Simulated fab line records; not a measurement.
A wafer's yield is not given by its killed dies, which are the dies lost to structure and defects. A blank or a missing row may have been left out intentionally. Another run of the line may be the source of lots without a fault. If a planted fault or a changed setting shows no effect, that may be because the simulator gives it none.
fab line records -- flow sky130
record lots=12, wafers=36, lastDay=50
route steps=708 shown FIELD_ISO@15 POLY_CUT@311 LOCAL_INTERCONNECT@400 CONTACT@410 PAD_OPEN@708
lots untouched by any fault: they come from a run of this same line in which no faults occurred
startH: hours from the record's first day to the start of the lot's first wafer shown -- waitH: hours elapsed since this lot's preceding step -- " identical to the entry in the row above -- L1.1+2: a single row standing in for several wafers -- - no value present, or no start provided -- * or withheld: withheld -- < > ~ a bound
route shown NAME@n: a module of which the file shows steps, and the number in the route of the first -- usual: mean and standard deviation over wafers with no fault -- same: alike in all rows -- chamber/n: place in a boat -- sites: each site's reading -- _std_site: standard deviation of those values -- _edge_site: mean of outer sites minus mean of inner sites -- radiusMm: for every site, how far away it sits from the centre of the wafer -- mask NAME#n: copy n -- behind: the last tool/chamber to shape the wafer -- hold: cause of the lot's hold/its duration in hours/its outcome -- device: whichever transistor did not switch (one of n, p or np) -- end of line: the route-end tests of the same wafers -- step lacking rows: just its recipe -- killed: the dies lost at the first sort to structure and to defects; this is not the yield of the wafer -- map: dies across one wafer; x = killed, . = not, _ = none there
set.NAME: the run value of the setting; set.NAME@STEP: its run value at that earlier step -- model.NAME: the simulator's own value behind a step, which no gauge read
the route's steps for a sample of lots (tables are steps, rows are wafers)
services: from which hour (startH, from the record's first day; less than 0 if before it) a tool's chamber was out of use, for how many hours, and why
## steps
# step SKY_FIELD_ISO_ETCH_14
# recipe chemistry=N2/H2, target=BARC, ionEnergyEv=200, sourceW=500, biasW=100, pressureMtorr=30, n2FlowSccm=100, h2FlowSccm=200, stopOn=SiO2, timeS=45.9, targetDepthA=600
# usual drypumpMotorCurrentA=5.6/0.46, oesProductAu=0.854/0.0043, throttleValvePct=13.224/0.0089
lot.wafer,tool,chamber,startH,waitH,drypumpMotorCurrentA,oesProductAu,rfHoursCounterH,throttleValvePct
L220.2,rieDiel-04,3,36.06,0.1,5.6,0.858,52,13.219
L220.4,rieDiel-04,1,36.06,0.1,5.8,0.850,104,13.232
L220.5,rieDiel-04,3,36.06,0.1,5.6,0.855,-,13.224
L221.1,rieDiel-03,0,41.38,0.1,5.2,0.855,133,13.223
L221.5,rieDiel-03,1,41.38,0.1,5.1,0.854,-,13.226
L221.6,rieDiel-03,0,41.38,0.1,5.2,0.859,-,13.232
L222.4,rieDiel-03,2,46.33,0.0,6.0,0.857,164,13.229
L222.5,rieDiel-03,1,46.33,0.0,5.1,0.853,-,13.224
L222.6,rieDiel-03,2,46.33,0.0,6.0,0.848,-,13.224
L223.1,rieDiel-04,0,54.62,0.1,5.8,0.860,77,13.228
L223.4,rieDiel-04,0,54.62,0.1,5.9,0.861,-,13.206
L223.6,rieDiel-04,1,54.62,0.1,5.8,0.860,-,13.230
L224.1,rieDiel-03,3,57.42,0.1,6.2,0.865,9,13.236
L224.3,rieDiel-03,0,57.42,0.1,5.2,0.853,134,13.231
L224.6,rieDiel-03,3,57.42,0.1,6.2,0.849,-,13.237
L227.2,rieDiel-03,2,71.86,0.1,6.0,0.858,164,13.210
L227.5,rieDiel-03,3,71.86,0.1,6.2,0.857,-,13.226
L227.6,rieDiel-03,0,71.86,0.1,5.2,0.854,-,13.219
L231.1,rieDiel-02,2,99.63,0.1,5.8,0.860,39,13.222
L231.2,rieDiel-02,0,99.63,0.1,4.9,0.852,127,13.230
L231.3,rieDiel-02,1,99.63,0.1,5.0,0.853,5,13.228
L233.2,rieDiel-04,3,109.32,0.1,5.6,0.851,54,13.242
L233.3,rieDiel-04,1,109.32,0.1,5.8,0.857,106,13.225
L233.6,rieDiel-04,3,109.32,0.1,5.5,0.852,-,13.219
L235.1,rieDiel-03,0,111.98,0.1,5.2,0.865,135,13.226
L235.2,rieDiel-03,2,111.98,0.1,6.0,0.849,165,13.217
L235.3,rieDiel-03,3,111.98,0.1,6.2,0.849,10,13.222
L236.1,rieDiel-02,1,116.41,0.1,5.0,0.853,6,13.221
L236.3,rieDiel-02,3,116.41,0.1,6.2,0.858,39,13.234
L236.6,rieDiel-02,3,116.41,0.1,6.2,0.848,-,13.219
L239.1,rieDiel-02,1,135.41,0.1,5.0,0.859,6,13.218
L239.3,rieDiel-02,0,135.41,0.1,4.9,0.849,128,13.234
L239.5,rieDiel-02,1,135.41,0.1,5.0,0.858,-,13.212
L240.3,rieDiel-04,0,143.47,0.1,5.9,0.853,79,13.229
L240.4,rieDiel-04,1,143.47,0.1,5.8,0.845,-,13.206
L240.5,rieDiel-04,0,143.47,0.1,5.9,0.850,-,13.223
# step SKY_POLY_CUT_SOFTBAKE_04
# recipe tempC=100, timeS=90, resist=KrF-thick
# usual resistLineTempC=22.98/0.098, runLengthS=119.11/0.19
lot.wafer,tool,chamber,startH,waitH,resistLineTempC,runLengthS
L220.2,lithoTrack-02,0,534,-,22.96,118.88
L220.4,lithoTrack-02,0,534,-,23.14,119.10
L220.5,lithoTrack-02,0,535,-,23.03,118.76
L221.1,lithoTrack-04,0,561,-,22.98,119.26
L221.5,lithoTrack-04,0,561,-,23.01,119.14
L221.6,lithoTrack-04,0,561,-,22.94,119.28
L222.4,lithoTrack-03,0,580,-,22.90,119.07
L222.5,lithoTrack-03,0,580,-,23.08,119.26
L222.6,lithoTrack-03,0,580,-,23.05,119.20
L223.1,lithoTrack-02,0,612,-,22.87,118.91
L223.4,lithoTrack-02,0,612,-,22.87,118.88
L223.6,lithoTrack-02,0,612,-,22.85,118.92
L224.1,lithoTrack-02,0,614,-,22.86,118.79
L224.3,lithoTrack-02,0,614,-,22.96,118.99
L224.6,lithoTrack-02,0,614,-,23.03,118.81
L227.2,lithoTrack-02,0,629,-,22.90,118.79
L227.5,lithoTrack-02,0,629,-,23.08,118.93
L227.6,lithoTrack-02,0,629,-,22.94,118.99
L231.1,lithoTrack-04,0,667,-,22.97,124.65
L231.2,lithoTrack-04,0,667,-,23.05,124.63
L231.3,lithoTrack-04,0,667,-,22.99,124.71
L235.1,lithoTrack-02,0,689,-,22.98,119.17
L235.2,lithoTrack-02,0,689,-,22.98,118.83
L235.3,lithoTrack-02,0,689,-,22.98,119.10
L233.2,lithoTrack-04,0,691,-,23.07,124.51
L233.3,lithoTrack-04,0,691,-,23.30,124.46
L233.6,lithoTrack-04,0,691,-,23.07,124.81
L236.1,lithoTrack-03,0,704,-,22.88,119.23
L236.3,lithoTrack-03,0,704,-,22.82,119.04
L236.6,lithoTrack-03,0,704,-,23.02,119.34
L239.1,lithoTrack-02,0,713,-,22.97,119.12
L239.3,lithoTrack-02,0,713,-,22.95,118.94
L239.5,lithoTrack-02,0,713,-,22.72,118.82
L240.3,lithoTrack-03,0,728,-,22.89,119.21
L240.4,lithoTrack-03,0,728,-,23.00,119.17
L240.5,lithoTrack-03,0,728,-,23.04,119.12
# step SKY_LOCAL_INTERCONNECT_ETCH_13
# recipe chemistry=N2/H2, target=BARC, ionEnergyEv=200, biasW=100, pressureMtorr=30, n2FlowSccm=100, h2FlowSccm=200, icpW=500, stopOn=SiO2, timeS=45.9, targetDepthA=600
# usual drypumpMotorCurrentA=5.6/0.53, oesProductAu=0.854/0.0047, throttleValvePct=13.226/0.011
lot.wafer,tool,chamber,startH,waitH,drypumpMotorCurrentA,oesProductAu,rfHoursCounterH,throttleValvePct
L220.2,rieMetal-02,1,695.90,0.0,6.2,0.844,10,13.206
L220.4,rieMetal-02,0,695.90,0.0,5.5,0.853,-,13.218
L220.5,rieMetal-02,0,695.90,0.0,5.5,0.858,-,13.236
L221.1,rieMetal-04,1,723.36,0.0,6.2,0.851,10,13.211
L221.5,rieMetal-04,0,723.36,0.0,5.0,0.855,-,13.212
L221.6,rieMetal-04,1,723.36,0.0,6.2,0.861,-,13.243
L222.4,rieMetal-04,0,737.02,0.0,5.1,0.858,-,13.224
L222.5,rieMetal-04,0,737.02,0.0,5.1,0.862,-,13.232
L222.6,rieMetal-04,1,737.02,0.0,6.2,0.845,-,13.236
L223.1,rieMetal-02,0,769.70,0.0,5.5,0.857,4,13.232
L223.4,rieMetal-02,0,769.70,0.0,5.5,0.859,-,13.214
L223.6,rieMetal-02,0,769.70,0.0,5.5,0.857,-,13.216
L224.1,rieMetal-01,0,771.55,0.0,4.9,0.846,6,13.210
L224.3,rieMetal-01,1,771.55,0.0,5.8,0.853,-,13.218
L224.6,rieMetal-01,0,771.55,0.0,4.9,0.852,-,13.226
L227.2,rieMetal-02,0,786.00,0.0,5.5,0.856,5,13.228
L227.5,rieMetal-02,0,786.00,0.0,5.5,0.864,-,13.245
L227.6,rieMetal-02,1,786.00,0.0,6.2,0.852,-,13.235
L231.1,rieMetal-01,1,820.10,0.0,5.8,0.843,17,13.220
L231.2,rieMetal-01,0,820.10,0.0,4.9,0.845,9,13.234
L231.3,rieMetal-01,0,820.10,0.0,4.9,0.858,-,13.227
L235.1,rieMetal-04,0,842.25,0.0,5.1,0.854,9,13.225
L235.2,rieMetal-04,1,842.25,0.0,6.2,0.853,14,13.220
L235.3,rieMetal-04,1,842.25,0.0,6.2,0.852,-,13.242
L233.2,rieMetal-02,0,844.42,0.0,5.6,0.852,7,13.226
L233.3,rieMetal-02,0,844.42,0.0,5.6,0.854,-,13.219
L233.6,rieMetal-02,1,844.42,0.0,6.2,0.845,-,13.220
L236.1,rieMetal-02,1,855.80,0.0,6.2,0.859,16,13.240
L236.3,rieMetal-02,0,855.80,0.0,5.5,0.862,-,13.223
L236.6,rieMetal-02,1,855.80,0.0,6.2,0.855,-,13.251
L239.1,rieMetal-01,0,864.71,0.0,4.9,0.849,12,13.218
L239.3,rieMetal-01,0,864.71,0.0,4.9,0.858,-,13.211
L239.5,rieMetal-01,0,864.71,0.0,4.9,0.850,-,13.225
L240.3,rieMetal-02,0,878.74,0.1,5.5,0.857,-,13.229
L240.4,rieMetal-02,0,878.74,0.1,5.5,0.857,-,13.207
L240.5,rieMetal-02,0,878.74,0.1,5.6,0.854,-,13.220
# step SKY_CONTACT_CMP_04
# recipe material=SiO2, downForcePsi=4, platenRpm=60, padVelocityMS=0.94248
# usual motorCurrentA=11.7/1.3, retainingRingPressureFrac=1.000/0.0051, slurryFlowMlMin=149.9/0.46, timeToEndpointS=82/6
lot.wafer,tool,chamber,startH,waitH,motorCurrentA,retainingRingPressureFrac,slurryFlowMlMin,timeToEndpointS
L220.4,cmp-02,0,696.88,0.1,11.8,0.997,149.4,81
L220.2,cmp-02,1,696.88,0.1,10.3,1.000,150.0,74
L220.5,cmp-02,0,696.88,0.1,10.9,0.995,149.9,74
L221.1,cmp-01,0,724.38,0.1,10.4,0.994,150.4,82
L221.6,cmp-01,0,724.38,0.1,11.2,0.993,149.9,74
L221.5,cmp-01,1,724.38,0.1,10.4,1.003,150.4,76
L222.4,cmp-02,3,738.03,0.1,12.5,1.003,149.9,80
L222.5,cmp-02,1,738.03,0.1,10.7,0.998,149.9,77
L222.6,cmp-02,2,738.03,0.1,11.4,1.006,150.3,83
L223.1,cmp-01,0,770.63,0.1,10.5,0.999,150.1,76
L223.4,cmp-01,1,770.63,0.1,10.4,0.999,149.9,74
L223.6,cmp-01,1,770.63,0.1,11.0,1.010,150.1,71
L224.3,cmp-02,1,772.48,0.0,10.6,1.005,150.2,84
L224.1,cmp-02,3,772.48,0.0,12.9,0.999,150.0,86
L224.6,cmp-02,2,772.48,0.0,11.8,0.995,149.5,90
L227.2,cmp-01,3,787.03,0.1,12.5,1.012,148.8,78
L227.6,cmp-01,1,787.03,0.1,10.5,0.999,148.8,69
L227.5,cmp-01,2,787.03,0.1,14.8,0.991,149.2,72
L231.1,cmp-01,0,821.04,0.1,11.5,0.997,150.0,72
L231.3,cmp-01,1,821.04,0.1,11.0,0.995,149.8,75
L231.2,cmp-01,2,821.04,0.1,14.9,1.001,149.9,80
L235.2,cmp-02,2,843.18,0.0,11.4,0.999,150.3,92
L235.3,cmp-02,0,843.18,0.0,11.3,1.004,149.4,81
L235.1,cmp-02,1,843.18,0.0,10.2,1.002,150.8,79
L233.2,cmp-02,1,845.44,0.1,9.8,0.996,149.5,81
L233.3,cmp-02,2,845.44,0.1,11.9,1.003,149.8,88
L233.6,cmp-02,2,845.44,0.1,11.7,0.996,150.3,88
L236.3,cmp-02,0,857.13,0.0,11.4,0.999,150.2,83
L236.1,cmp-02,1,857.13,0.0,10.1,0.999,151.2,81
L236.6,cmp-02,0,857.13,0.0,11.0,0.997,149.6,83
L239.1,cmp-02,3,865.81,0.1,13.0,1.007,150.4,91
L239.3,cmp-02,1,865.81,0.1,10.3,0.991,150.5,85
L239.5,cmp-02,2,865.81,0.1,11.7,0.997,149.6,90
L240.4,cmp-02,3,880.29,0.2,12.6,1.006,149.7,86
L240.3,cmp-02,2,880.29,0.2,11.6,1.002,150.6,89
L240.5,cmp-02,0,880.29,0.2,11.3,0.990,149.3,76
# step SKY_PAD_OPEN_PROBE_99
# usual killed_at_M0_to_M3=42/6.4, killed_at_M4_up=2.9/1.7, killedAtContacts=25/5.2, killedAtFrontEnd=16/4.4, killedAtOther=0.4/0.65, killedDies=86/9.2, killedOpen=47/6.6, killedShort=39/5.8
# same grossDies=492, killedAtBackSide=0
lot.wafer,tool,chamber,startH,waitH,killed_at_M0_to_M3,killed_at_M4_up,killedAtContacts,killedAtFrontEnd,killedAtOther,killedDies,killedOpen,killedShort
L227.2,prober-02,-,1137.01,0.1,34,1,11,19,2,67,35,31
L227.5,prober-02,-,1137.16,0.2,44,3,31,13,1,92,56,36
L227.6,prober-02,-,1137.21,0.2,43,0,29,20,0,92,55,36
# killed by level:class
L227.2 VIA2:geometricParticle:open=9 VIA1:geometricParticle:open=7 FIELD_ISO:geometricParticle:open=5 FIELD_ISO:geometricParticle:short=4 LI_CONTACT:geometricParticle:open=4 VIA1:geometricParticle:short=4 METAL2:geometricParticle:short=4 POLY_GATE:geometricParticle:open=3
L227.5 CONTACT:geometricParticle:open=15 VIA1:geometricParticle:open=9 LI_CONTACT:geometricParticle:open=8 VIA2:geometricParticle:open=8 METAL2:geometricParticle:short=6 VIA3:geometricParticle:open=5 POLY_GATE:geometricParticle:short=4 POLY_GATE:geometricParticle:open=4
L227.6 VIA1:geometricParticle:open=17 LOCAL_INTERCONNECT:geometricParticle:short=9 CONTACT:geometricParticle:open=8 VIA2:geometricParticle:open=5 FIELD_ISO:geometricParticle:short=4 POLY_GATE:geometricParticle:short=4 POLY_GATE:geometricParticle:open=4 LI_CONTACT:geometricParticle:open=4
## services
tool,chamber,startH,hours,kind
cmp-02,-,14.22,9.1,pm
cmp-02,-,31.35,3.4,repair
rieMetal-02,-,39.25,0.4,repair
rieMetal-02,1,41.89,4.7,repair
rieMetal-02,0,92.58,2.2,repair
cmp-02,-,99.75,0.3,repair
rieMetal-02,-,103.10,0.5,repair
rieMetal-02,-,129.88,28.1,pm
cmp-02,-,142.06,2.3,repair
rieMetal-02,-,190.15,1.1,repair
cmp-02,-,232.00,4.0,pm
cmp-02,-,382.20,5.4,pm
cmp-02,-,387.60,6.9,pm
cmp-02,-,457.97,10.2,pm
cmp-02,-,550.82,1.3,repair
cmp-02,-,567.98,4.5,repair
cmp-02,-,572.47,4.0,pm
cmp-02,-,584.18,0.3,repair
cmp-02,-,625.75,2.5,repair
cmp-02,-,723.26,3.2,repair
cmp-02,-,752.22,2.7,pm
cmp-02,-,758.24,0.6,repair
cmp-02,-,775.45,1.4,repair
cmp-02,-,841.17,0.8,repair
## key
firstSign step=SKY_POLY_CUT_SOFTBAKE_04, reading=runLengthS, direction=up, sigmas=30, usual=*, struck=*
effect none on later readings
metAt SKY_POLY_CUT_SOFTBAKE_04
struckLots L231,L233
testerLeftOut L231,L233
notActingAt SKY_FIELD_ISO_ETCH_14,SKY_LOCAL_INTERCONNECT_ETCH_13,SKY_CONTACT_CMP_04
fault kind=processParameterDrift, tool=lithoTrack-04, chamber=-, onsetH=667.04, steps=SKY_POLY_CUT_SOFTBAKE_04, channel=timeS, offset=*, shape=step, endH=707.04, actsIn=*, stated=*
# testerLeftOut: of these lots the tester's yield and bins aren't shown, on N5 and GAA mostly nor the transistor test; their killed dies are dies lost to structure and defects alone, not to doping, threshold or leakage, so they don't give the yield
